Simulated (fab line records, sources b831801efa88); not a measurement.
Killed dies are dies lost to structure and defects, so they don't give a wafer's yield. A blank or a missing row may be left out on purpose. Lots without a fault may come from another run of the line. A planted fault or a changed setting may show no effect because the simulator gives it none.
Chamber matching | flow sky130 | SKY_VIA3_CMP_24 on cmp-01: 4 sister chambers
The step polishes, stops on SiO2, t overpolish 20 s, target thk 0 nm. 4 wafers are shown with their chamber, then 6 later ones without.

WAFERS WITH THEIR CHAMBER
wafer  | chamber | motor_current_A (A)
L644.2 | 1       | 9.5
L645.1 | 2       | 12.7
L645.3 | 0       | 10.8
L645.5 | 3       | 10.1

WAFERS WITHOUT THEIR CHAMBER
wafer  | motor_current_A (A)
L648.3 | 10.5
L648.4 | 9.2
L648.5 | 10.6
L652.1 | 9.1
L652.2 | 10.5
L652.4 | 11.0

WHICH CHAMBER EACH WENT THROUGH
wafer  | from the rows above     | in truth
L648.3 | can't be placed: 0 or 3 | 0
L648.4 | 1                       | 1
L648.5 | can't be placed: 0 or 3 | 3
L652.1 | 1                       | 1
L652.2 | can't be placed: 0 or 3 | 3
L652.4 | 0                       | 0
Placed correctly: 3 of 6. Can't be placed from these rows: 3 (the true chamber is among the candidates in 3). Placed wrongly: 0.
How it was worked out, from the rows above alone: a wafer's distance from a chamber is the root of the sum, over the readings, of the square of ((its reading less the chamber's mean) divided by the reading's scatter). The wafer belongs to the nearest chamber; if the next one is less than 2 further off, it can't be placed. A chamber's mean is the mean of its shown wafers. The scatter: with one shown wafer a chamber, the root of the mean of the squares of how far each hidden wafer lies from its nearest shown one.
